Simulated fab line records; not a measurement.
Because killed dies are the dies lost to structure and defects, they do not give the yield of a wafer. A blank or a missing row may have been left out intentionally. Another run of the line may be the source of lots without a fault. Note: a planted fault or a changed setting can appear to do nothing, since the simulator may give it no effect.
Which tool was responsible?    flow sky130    Sampling: 13 lots, 39 wafers, 2 of 708 route steps

== WHAT THE GAUGES SHOWED, per wafer ==
SKY_VT_ADJUST_HVTR_TW_MEAS_11. Usual: VT_ADJUST_HVTR_TW 211.0, standard deviation 1.4.
lot   measured      on             VT_ADJUST_HVTR_TW  flag
L874  day 9 07:10   film metro-03  211.7 212.2 212.5  
L878  day 10 15:22  film metro-03  212.1 211.5 211.7  
L880  day 11 05:27  film metro-03  213.0 213.5 213.3  
L885  day 12 20:49  film metro-02  209.8 209.1 209.5  
L883  day 12 21:55  film metro-01  211.1 210.8 210.9  
L887  day 13 18:00  film metro-02  211.7 211.1 211.5  
L889  day 14 02:13  film metro-02  210.1 208.5 209.2  
L891  day 14 11:21  film metro-01  210.2 210.1 210.4  
L893  day 15 07:32  film metro-02  209.1 211.3 208.9  
L894  day 15 12:34  film metro-03  213.8 212.5 213.0  
L895  day 15 15:19  film metro-03  213.3 212.6 213.6  
L896  day 16 09:47  film metro-03  212.9 214.5 212.8  
L897  day 16 18:59  film metro-01  211.5 212.5 211.4  

== WHICH TOOL RAN EACH LOT (tool, then ch and the chambers of the sampled wafers, then the start) ==
lot   SKY_VT_ADJUST_LVTN_STRIP_20
L874  plasma asher-01 ch 0,1, day 7 15:13
L878  plasma asher-01 ch 0,1, day 8 19:04
L880  plasma asher-01 ch 0,1, day 9 08:22
L885  plasma asher-03 ch 0,1, day 10 21:22
L883  plasma asher-03 ch 0,1, day 10 22:22
L887  plasma asher-02 ch 0,1, day 11 16:46
L889  plasma asher-01 ch 0,1, day 11 23:40
L891  plasma asher-02 ch 1, day 12 07:40
L893  plasma asher-01 ch 0,1, day 13 03:28
L894  plasma asher-03 ch 0,1, day 13 07:25
L895  plasma asher-02 ch 0,1, day 13 11:17
L896  plasma asher-03 ch 0,1, day 14 03:47
L897  plasma asher-03 ch 0,1, day 14 12:27
- SKY_VT_ADJUST_LVTN_STRIP_20: strips in O2/N2.

== AS READ BY THE TOOLS THEMSELVES (means over the sampled wafers that have a number; for cases with no such wafer, the mark the record gives instead) ==
SKY_VT_ADJUST_LVTN_STRIP_20. Usual: drypump motor current A 5.5 A, standard deviation 0.38; oes product au 0.716 a.u., standard deviation 0.0046; strip time to endpoint s 14.17 s, standard deviation 0.036.
lot   tool             drypump motor current A (A)  oes product au (a.u.)  strip time to endpoint s (s)  flag
L874  plasma asher-01  5.5                          0.715                  14.18                         
L878  plasma asher-01  5.7                          0.717                  14.20                         
L880  plasma asher-01  5.6                          0.716                  14.17                         
L885  plasma asher-03  5.9                          0.715                  14.16                         
L883  plasma asher-03  5.9                          0.720                  14.18                         
L887  plasma asher-02  5.0                          0.714                  14.16                         
L889  plasma asher-01  5.6                          0.716                  14.18                         
L891  plasma asher-02  4.9                          0.716                  14.17                         
L893  plasma asher-01  5.6                          0.712                  14.17                         
L894  plasma asher-03  5.9                          0.715                  14.14                         
L895  plasma asher-02  4.9                          0.716                  14.14                         
L896  plasma asher-03  6.0                          0.713                  14.21                         
L897  plasma asher-03  5.9                          0.720                  14.16                         

== THE ANSWER, worked out from the rows above alone ==
Rule: a lot is off if the mean of its wafers that have a number lies more than 3 standard deviations from the usual mean. Also off: a lot with no number at a reading for which 4 or more lots have one. All remaining lots with rows at the step are treated as sound. First the gauges in route order, then the tools' own readings, where a lot's mean is used as printed above. The first step at which some lot is off is used, and at that step the reading that is off furthest; a lot without a number counts as furthest.
No lot is off on any of the readings shown, so nothing can be concluded from this.

== WHAT HAD BEEN PUT IN BY THE SIMULATOR ==
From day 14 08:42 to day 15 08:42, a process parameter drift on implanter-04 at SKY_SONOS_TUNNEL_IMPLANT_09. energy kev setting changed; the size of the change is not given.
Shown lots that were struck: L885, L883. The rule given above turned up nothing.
